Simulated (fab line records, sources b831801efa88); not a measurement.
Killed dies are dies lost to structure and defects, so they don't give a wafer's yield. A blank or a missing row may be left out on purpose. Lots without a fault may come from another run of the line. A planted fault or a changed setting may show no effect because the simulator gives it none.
fab line records | flow sky130
record lots=11 wafers=31 last_day=50
route steps=708 shown SONOS_ONO@183 RES_PROTECT@215 POLY_GATE@230 PAD_OPEN@708
lots that met no fault: from a run of the same line without faults
start_h: hours from the record's first day to the start of the lot's first wafer shown | wait_h: hours since the lot's step before | " the same as in the row above | L1.1+2: a row that stands for several wafers | - no value, or no start given | * or withheld: withheld | < > ~ a bound
route shown NAME@n: a module of which the file shows steps, and the number in the route of the first | usual: mean/standard deviation of fault-free wafers | same: alike in all rows | chamber/n: place in a boat | sites: the reading at each site | _std_site: their standard deviation | _edge_site: outer sites' mean less inner sites' | radius_mm: how far each site lies from the wafer's centre | mask NAME#n: copy n | behind: the tool/chamber that last shaped the wafer | hold: why the lot was held/for how many hours/how that ended | device: the transistor (n, p or np) that didn't switch | end of line: the same wafers' tests at the end of the route | a step without rows: its recipe alone | killed: dies lost to structure and defects at the first sort, not the wafer's yield | map: a wafer's dies, x killed, . not, _ none there
set.NAME: the setting as run; set.NAME@STEP: as run at that earlier step | model.NAME: the simulator's own value behind a step, which no gauge read
steps of the route over a sample of lots; a table a step, a row a wafer
services: from which hour (start_h, from the record's first day; less than 0 if before it) a tool's chamber was out of use, for how many hours, and why
## steps
# step SKY_SONOS_ONO_ETCH_15
# recipe target_depth_nm=19.52 chemistry=CHF3/O2 source_w=600 bias_w=200 pressure_mtorr=40 chf3_flow_sccm=50 O2_flow_sccm=5 time_s=7.8
# usual O2_flow_sccm=5.004/0.016 chamber_pressure_mTorr=40.00/0.035 drypump_motor_current_A=5.7/0.51 oes_product_au=0.998/0.0077 throttle_valve_pct=8.824/0.0093
# columns lot.wafer tool chamber start_h wait_h O2_flow_sccm chamber_pressure_mTorr drypump_motor_current_A oes_product_au rf_hours_counter_h throttle_valve_pct
L247.1 rie_diel-04 3 280.91 0.0 4.990 40.01 5.8 1.006 109 8.816
L247.4 " 1 " " 5.042 40.00 6.2 0.997 62 8.833
L247.5 " 3 " " 5.024 40.06 5.8 1.001 - 8.824
L249.3 rie_diel-02 2 296.05 0.0 5.022 39.96 5.7 0.990 5 8.807
L249.4 " 1 " " 5.014 39.97 5.2 0.989 119 8.819
L249.6 " 0 " " 5.031 40.05 5.6 0.992 - 8.816
L250.1 rie_diel-01 0 301.35 0.0 5.036 40.00 4.9 0.995 9 8.832
L250.4 " 3 " " 4.993 40.01 5.8 1.003 101 8.835
L250.6 " 0 " " 5.016 39.99 4.9 0.999 - 8.815
L254.1 rie_diel-04 3 340.04 0.0 5.008 39.98 5.8 1.008 110 8.819
L254.2 " 1 " " 5.026 39.96 6.2 1.003 63 8.825
L254.6 " 1 " " 5.010 40.01 6.2 1.004 - 8.833
L255.1 rie_diel-02 2 344.51 0.0 5.016 40.00 5.7 1.000 6 8.805
L255.4 " 0 " " 5.025 40.02 5.5 0.988 107 8.823
L255.6 " 3 " " 4.994 39.99 6.1 0.987 - 8.814
L258.2 rie_diel-01 3 365.59 0.0 5.026 40.01 5.8 0.989 102 8.820
L258.4 " 2 " " 4.996 39.96 4.7 1.004 10 8.834
L260.2 rie_diel-02 0 392.64 0.0 5.002 40.04 5.5 0.989 109 8.815
L260.3 " 2 " " 5.008 40.00 5.7 1.005 7 8.824
L265.1 rie_diel-02 0 432.29 0.0 5.001 40.01 5.6 0.983 0 8.824
L265.3 " 2 " " 5.010 39.97 5.8 0.993 8 8.830
L265.5 " 3 " " 4.978 39.97 6.1 0.985 - 8.816
L268.4 rie_diel-01 2 456.40 0.0 5.027 40.01 4.8 1.004 - 8.830
L268.5 " 0 " " 5.012 40.01 4.9 0.994 - 8.824
L268.6 " 1 " " 4.999 39.96 6.4 0.990 - 8.812
L269.2 rie_diel-04 1 468.29 0.0 5.032 40.04 6.2 1.005 66 8.831
L269.4 " 1 " " 5.022 39.98 6.2 1.013 - 8.834
L269.6 " 3 " " 4.988 40.01 5.8 1.000 - 8.823
L270.1 rie_diel-02 2 479.59 0.0 4.983 39.99 5.7 0.998 9 8.847
L270.4 " 3 " " 4.984 39.99 6.2 0.984 - 8.832
L270.5 " 2 " " 4.991 40.02 5.7 0.999 - 8.824
# step SKY_RES_PROTECT_TW_MEAS_08
# usual POLY_GATE_TW=4083/28
# columns lot.wafer tool chamber start_h wait_h POLY_GATE_TW
L247.1 film_metro-01 - 339.08 0.1 4104
L247.4 " - " " 4097
L247.5 " - " " 4116
L249.3 film_metro-03 - 357.67 0.1 4146
L249.4 " - " " 4102
L249.6 " - " " 4120
L250.1 film_metro-04 - 362.63 0.1 4053
L250.4 " - " " 4055
L250.6 " - " " 4056
L254.1 film_metro-04 - 403.89 0.1 4058
L254.2 " - " " 4090
L254.6 " - " " 4053
L255.1 film_metro-03 - 408.03 0.1 4096
L255.4 " - " " 4120
L255.6 " - " " 4101
L258.2 film_metro-04 - 431.61 0.1 4062
L258.4 " - " " 4042
L260.2 film_metro-04 - 460.41 0.1 4049
L260.3 " - " " 4066
L265.1 film_metro-04 - 503.08 0.1 4043
L265.3 " - " " 4024
L265.5 " - " " 4027
L268.4 film_metro-01 - 522.88 0.1 4074
L268.5 " - " " 4106
L268.6 " - " " 4080
L269.2 film_metro-01 - 534.29 0.1 4081
L269.4 " - " " 4084
L269.6 " - " " 4074
L270.1 film_metro-01 - 546.03 0.1 4083
L270.4 " - " " 4088
L270.5 " - " " 4071
# step SKY_POLY_GATE_ETCH_16
# recipe stop_on=poly-Si chemistry=CH3F/O2 target=Si3N4 source_w=400 bias_w=80 pressure_mtorr=25 ch3f_flow_sccm=40 O2_flow_sccm=30 time_s=147.5 target_depth_a=750
# usual O2_flow_sccm=30.00/0.072 chamber_pressure_mTorr=25.002/0.023 drypump_motor_current_A=5.6/0.55 oes_product_au=0.640/0.005 throttle_valve_pct=10.534/0.0084
# columns lot.wafer tool chamber start_h wait_h O2_flow_sccm chamber_pressure_mTorr drypump_motor_current_A oes_product_au rf_hours_counter_h throttle_valve_pct
L247.1 rie_diel-03 0 369.22 0.0 29.86 24.977 6.0 0.643 105 10.538
L247.4 " 2 " " 30.02 25.030 5.7 0.643 46 10.530
L247.5 " 1 " " 29.97 24.988 5.8 0.633 - 10.541
L249.3 rie_diel-01 3 389.17 0.0 30.15 25.016 5.8 0.643 102 10.526
L249.4 " 1 " " 30.06 25.002 6.4 0.644 13 10.534
L249.6 " 1 " " 30.11 24.963 6.4 0.636 - 10.541
L250.1 rie_diel-03 2 393.87 0.0 30.00 25.008 5.7 0.638 46 10.533
L250.4 " 1 " " 29.95 25.005 5.8 0.640 1 10.528
L250.6 " 0 " " 30.03 25.004 6.1 0.634 - 10.527
L254.1 rie_diel-02 0 435.72 0.0 30.04 24.970 5.5 0.635 0 10.545
L254.2 " 2 " " 30.14 25.001 5.7 0.641 8 10.539
L254.6 " 0 " " 30.04 25.020 5.5 0.638 - 10.521
L255.1 rie_diel-02 3 440.27 0.0 29.90 25.012 6.1 0.644 46 10.542
L255.4 " 1 " " 30.07 24.990 5.2 0.633 1 10.531
L255.6 " 2 " " 30.01 25.012 5.8 0.637 - 10.541
L258.2 rie_diel-02 2 465.02 0.0 30.07 24.978 5.7 0.645 8 10.519
L258.4 " 3 " " 30.04 24.986 6.1 0.648 - 10.534
L260.2 rie_diel-02 2 494.32 0.0 30.04 24.987 5.7 0.637 9 10.513
L260.3 " 0 " " 29.90 24.969 5.5 0.641 1 10.524
L265.1 rie_diel-01 3 535.88 0.0 29.95 25.045 5.8 0.644 1 10.529
L265.3 " 1 " " 29.99 25.017 6.4 0.633 17 10.525
L265.5 " 2 " " 29.97 25.000 4.7 0.646 - 10.522
L268.4 rie_diel-01 1 553.92 0.0 30.06 24.996 6.4 0.642 17 10.521
L268.5 " 1 " " 29.97 25.025 6.4 0.649 - 10.526
L268.6 " 2 " " 29.97 25.006 4.7 0.642 - 10.528
L269.2 rie_diel-01 2 565.22 0.0 29.98 25.006 4.8 0.645 13 10.539
L269.4 " 3 " " 30.02 25.011 5.8 0.648 2 10.550
L269.6 " 2 " " 29.95 25.046 4.7 0.637 - 10.529
L270.1 rie_diel-01 0 577.28 0.0 30.04 25.019 4.9 0.644 15 10.527
L270.4 " 3 " " 30.08 25.023 5.7 0.641 2 10.542
L270.5 " 2 " " 30.03 24.998 4.8 0.643 - 10.527
# step SKY_POLY_GATE_ETCH_17
# recipe target_depth_nm=180 stop_on=SiO2 over_etch_frac=0.56667 chemistry=HBr/Cl2 target=poly-Si icp_w=400 bias_w=100 pressure_mtorr=10 HBr_flow_sccm=150 Cl2_flow_sccm=50 time_s=70.5
# usual chamber_pressure_mTorr=10.000/0.0086 drypump_motor_current_A=5.9/0.36 he_backside_leak_sccm=2.65/0.23 oes_product_au=0.990/0.0068 over_etch_frac=0.56667/0 throttle_valve_pct=33.683/0.0092
# columns lot.wafer tool chamber start_h wait_h chamber_pressure_mTorr drypump_motor_current_A he_backside_leak_sccm oes_product_au over_etch_frac rf_hours_counter_h throttle_valve_pct
L247.1 rie_si-01 0 369.32 0.0 9.999 5.6 2.81 1.002 0.56667 1 33.684
L247.4 " 1 " " 10.007 5.5 3.03 0.996 0.56667 55 33.673
L247.5 " 1 " " 10.010 5.5 3.05 0.992 0.56667 - 33.676
L249.3 rie_si-01 1 389.27 0.0 10.014 5.5 3.03 0.996 0.56667 55 33.679
L249.4 " 3 " " 10.003 6.2 2.77 1.005 0.56667 27 33.699
L249.6 " 1 " " 10.007 5.5 3.01 1.003 0.56667 - 33.685
L250.1 rie_si-02 2 393.97 0.0 10.009 6.2 2.79 0.992 0.56667 37 33.692
L250.4 " 2 " " 10.009 6.2 2.78 1.000 0.56667 - 33.679
L250.6 " 3 " " 10.000 5.4 2.72 0.990 0.56667 - 33.680
L254.1 rie_si-01 3 435.82 0.0 10.003 6.2 2.72 0.987 0.56667 27 33.687
L254.2 " 0 " " 9.997 5.5 2.88 0.993 0.56667 1 33.675
L254.6 " 0 " " 10.001 5.6 2.80 0.985 0.56667 - 33.689
L255.1 rie_si-02 1 440.37 0.0 9.995 5.6 2.38 0.992 0.56667 15 33.698
L255.4 " 2 " " 9.991 6.2 2.75 0.994 0.56667 37 33.680
L255.6 " 1 " " 9.999 5.5 2.47 0.989 0.56667 - 33.686
L258.2 rie_si-01 0 465.12 0.0 10.003 5.5 2.91 0.846 0.97086 2 33.696
L258.4 " 1 " " 10.008 5.5 2.92 0.854 0.97086 56 33.698
L260.2 rie_si-01 2 494.42 0.0 10.017 5.9 2.29 0.845 0.97086 20 33.674
L260.3 " 3 " " 10.000 6.2 2.75 0.983 0.56667 27 33.671
L265.1 rie_si-02 0 535.97 0.0 9.997 6.4 2.59 0.992 0.56667 0 33.675
L265.3 " 2 " " 9.993 6.2 2.76 0.989 0.56667 38 33.689
L265.5 " 3 " " 9.997 5.4 2.59 0.991 0.56667 - 33.663
L268.4 rie_si-01 1 554.02 0.0 9.992 5.5 2.89 0.989 0.56667 0 33.693
L268.5 " 3 " " 10.000 6.2 2.65 0.986 0.56667 - 33.676
L268.6 " 0 " " 9.985 5.5 2.63 0.996 0.56667 - 33.669
L269.2 rie_si-02 3 565.32 0.0 9.995 5.4 2.72 0.996 0.56667 2 33.691
L269.4 " 2 " " 9.996 6.2 2.78 1.001 0.56667 38 33.694
L269.6 " 3 " " 10.012 5.5 2.58 0.994 0.56667 - 33.687
L270.1 rie_si-01 0 577.37 0.0 10.003 5.6 2.85 0.989 0.56667 2 33.682
L270.4 " 1 " " 10.004 5.5 2.83 0.989 0.56667 0 33.670
L270.5 " 0 " " 10.006 5.6 3.46 0.990 0.56667 - 33.684
# step SKY_POLY_GATE_STRIP_18
# recipe chemistry=O2/N2 power_w=1400 pressure_mtorr=1500 platen_temp_c=withheld o2_flow_sccm=3000 n2_flow_sccm=300 overash_fraction=0.5
# usual chamber_pressure_mTorr=1500.2/1.3 drypump_motor_current_A=5.8/0.54 oes_product_au=0.361/0.0049 strip_time_to_endpoint_s=3.173/0.029
# columns lot.wafer tool chamber start_h wait_h chamber_pressure_mTorr drypump_motor_current_A oes_product_au rf_hours_counter_h strip_time_to_endpoint_s
L247.1 plasma_asher-04 1 369.38 0.0 1501.7 5.1 0.359 52 3.205
L247.4 " 0 " " 1499.6 5.2 0.354 - 3.203
L247.5 " 0 " " 1501.2 5.2 0.352 - 3.168
L249.3 plasma_asher-04 0 389.36 0.1 1497.5 5.2 0.357 - 3.167
L249.4 " 1 " " 1500.6 5.1 0.361 - 3.170
L249.6 " 0 " " 1499.2 5.2 0.351 - 3.135
L250.1 plasma_asher-03 1 394.03 0.0 1502.9 5.9 0.359 69 3.165
L250.4 " 1 " " 1499.9 5.9 0.365 - 3.152
L250.6 " 1 " " 1499.1 5.9 0.355 - 3.178
L254.1 plasma_asher-03 0 435.88 0.0 1499.2 6.5 0.357 74 3.209
L254.2 " 1 " " 1499.8 5.9 0.365 74 3.171
L254.6 " 0 " " 1501.3 6.5 0.361 - 3.253
L255.1 plasma_asher-01 1 440.43 0.0 1502.7 5.4 0.365 32 3.167
L255.4 " 1 " " 1499.8 5.4 0.366 - 3.179
L255.6 " 0 " " 1500.7 5.3 0.366 - 3.174
L258.2 plasma_asher-03 0 465.18 0.0 1500.9 6.5 0.353 77 2.913
L258.4 " 0 " " 1498.4 6.5 0.345 - 2.909
L260.2 plasma_asher-03 0 494.48 0.0 1499.3 6.5 0.351 81 2.883
L260.3 " 0 " " 1501.1 6.5 0.369 - 3.174
L265.1 plasma_asher-04 1 536.03 0.0 1501.5 5.1 0.364 69 3.202
L265.3 " 0 " " 1500.2 5.2 0.361 - 3.147
L265.5 " 1 " " 1501.0 5.1 0.354 - 3.166
L268.4 plasma_asher-03 0 554.11 0.1 1499.0 6.5 0.362 - 3.148
L268.5 " 0 " " 1500.9 6.5 0.367 - 3.164
L268.6 " 1 " " 1500.9 5.9 0.363 - 3.149
L269.2 plasma_asher-03 1 565.37 0.0 1500.6 5.9 0.361 88 3.165
L269.4 " 0 " " 1500.8 6.6 0.357 - 3.176
L269.6 " 0 " " 1498.3 6.5 0.353 - 3.182
L270.1 plasma_asher-03 0 577.43 0.0 1499.5 6.5 0.361 89 3.156
L270.4 " 1 " " 1499.0 5.9 0.356 - 3.134
L270.5 " 0 " " 1501.4 6.5 0.358 - 3.138
# step SKY_PAD_OPEN_PROBE_99
# usual killed_at_M0_to_M3=44/7 killed_at_M4_up=3.2/1.8 killed_at_contacts=24/5.1 killed_at_front_end=15/4.3 killed_at_other=0.3/0.5 killed_dies=86/9.6 killed_open=48/7.1 killed_short=38/6.7
# same gross_dies=492 killed_at_back_side=0
# columns lot.wafer tool chamber start_h wait_h killed_at_M0_to_M3 killed_at_M4_up killed_at_contacts killed_at_front_end killed_at_other killed_dies killed_open killed_short
L260.2 prober-02 - 1159.41 0.1 39 2 23 19 0 83 55 26
L260.3 prober-02 - 1159.46 0.2 35 4 25 12 0 76 46 30
# killed by level:class
L260.2 VIA1:geometric_particle:open=16 CONTACT:geometric_particle:open=10 LI_CONTACT:geometric_particle:open=7 VIA2:geometric_particle:open=6 FIELD_ISO:geometric_particle:open=5 METAL2:geometric_particle:short=5 LOCAL_INTERCONNECT:geometric_particle:short=5 METAL1:geometric_particle:short=4
L260.3 LI_CONTACT:geometric_particle:open=9 VIA1:geometric_particle:open=8 CONTACT:geometric_particle:open=7 METAL1:geometric_particle:short=5 METAL2:geometric_particle:short=5 VIA2:geometric_particle:open=5 VIA3:geometric_particle:open=5 POLY_GATE:geometric_particle:open=4
## services
# columns tool chamber start_h hours kind
rie_diel-04 3 273.73 2.8 repair
rie_diel-04 0 275.07 2.9 repair
rie_si-02 - 331.83 2.8 pm
rie_diel-02 1 337.14 3.6 repair
rie_si-01 0 340.91 3.5 repair
plasma_asher-03 - 343.24 7.3 repair
rie_diel-01 2 348.75 7.0 repair
plasma_asher-03 - 359.95 14.6 pm
rie_si-01 - 360.28 0.4 repair
rie_diel-01 1 368.51 5.9 repair
rie_si-02 0 375.49 18.5 repair
rie_si-01 - 405.08 0.6 repair
rie_si-01 1 420.91 4.1 repair
rie_diel-02 - 455.99 2.6 repair
rie_diel-02 0 464.57 15.5 repair
rie_diel-02 3 489.92 8.2 repair
rie_diel-01 - 501.80 2.8 pm
plasma_asher-03 - 523.86 3.9 repair
rie_si-02 1 530.92 10.1 repair
rie_diel-02 - 535.16 1.0 repair
rie_si-02 - 543.59 0.4 repair
rie_diel-02 0 558.86 6.7 repair
rie_si-01 0 558.88 5.2 repair
rie_si-01 - 569.25 2.8 pm
## key
first_sign step=SKY_POLY_GATE_ETCH_17 reading=over_etch_frac direction=up sigmas=99+ usual=0.56667 struck=0.97086
effect step=SKY_POLY_GATE_ETCH_17 reading=oes_product_au direction=down sigmas=21 usual=0.990 struck=0.848
effect step=SKY_POLY_GATE_STRIP_18 reading=strip_time_to_endpoint_s direction=down sigmas=9.4 usual=* struck=*
met_at SKY_POLY_GATE_ETCH_17
struck_lots L258,L260
struck_wafers L258.2,L258.4,L260.2
tester_left_out L258,L260
not_acting_at SKY_SONOS_ONO_ETCH_15,SKY_RES_PROTECT_TW_MEAS_08,SKY_POLY_GATE_ETCH_16
onset_between 435.82 465.12
fault kind=process_parameter_drift tool=rie_si-01 chamber=- onset_h=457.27 steps=SKY_POLY_GATE_ETCH_17 channel=over_etch_frac offset=0.40419 shape=step end_h=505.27 scope=struck_wafers_only stated=0.56667
# tester_left_out: of these lots the tester's yield and bins aren't shown, on N5 and GAA mostly nor the transistor test; their killed dies are dies lost to structure and defects alone, not to doping, threshold or leakage, so they don't give the yield
